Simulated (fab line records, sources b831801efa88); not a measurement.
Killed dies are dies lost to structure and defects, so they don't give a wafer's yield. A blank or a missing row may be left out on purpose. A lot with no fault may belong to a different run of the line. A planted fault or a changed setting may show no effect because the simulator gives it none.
Which of the tools did it? | flow sky130 | route of 708 steps, sampled at 1 step: 12 lots, 36 wafers

## WHAT THE GAUGES READ, wafer by wafer
SKY_CONTACT_BOW_MEAS_05.
lot  | measured     | on            | CONTACT_BOW (um)
L075 | day 31 05:49 | film-metro-02 | 84 75 76
L077 | day 32 05:26 | film-metro-02 | 70 80 83
L078 | day 32 18:31 | film-metro-03 | 91 84 87
L081 | day 33 02:59 | film-metro-02 | 89 92 76
L084 | day 33 22:59 | film-metro-01 | 88 86 87
L085 | day 34 09:09 | film-metro-02 | 88 81 80
L087 | day 34 12:07 | film-metro-02 | 86 84 87
L089 | day 35 03:01 | film-metro-03 | 89 89 88
L091 | day 35 14:43 | film-metro-01 | 89 83 93
L093 | day 36 08:52 | film-metro-01 | 89 98 93
L095 | day 37 03:16 | film-metro-02 | 85 88 76
L097 | day 37 12:18 | film-metro-01 | 84 87 78

## WHICH TOOL RAN EACH LOT (tool, then ch and the chambers of the sampled wafers, then the start)
Record: no process step prior to these readings.

## THE ANSWER, worked out from the rows above alone
Rule: the usual values come from the lots themselves. The widest of any qualifying gaps counts: lots, ordered by their means at a reading, are off when they make up no more than a third of the lots, leave a main group of 4 or more, and stand apart from it by 3 or more times the standard deviation of that group's means. The tables above print the reading to a certain number of digits; a main group whose means all agree to those digits is not used. A lot without any number at a reading at which 4 lots or more have one is off too. The other lots that the step has rows for count as sound.
No lot is off on any of the readings shown, so nothing can be concluded from this.

## WHAT THE SIMULATOR HAD PUT IN
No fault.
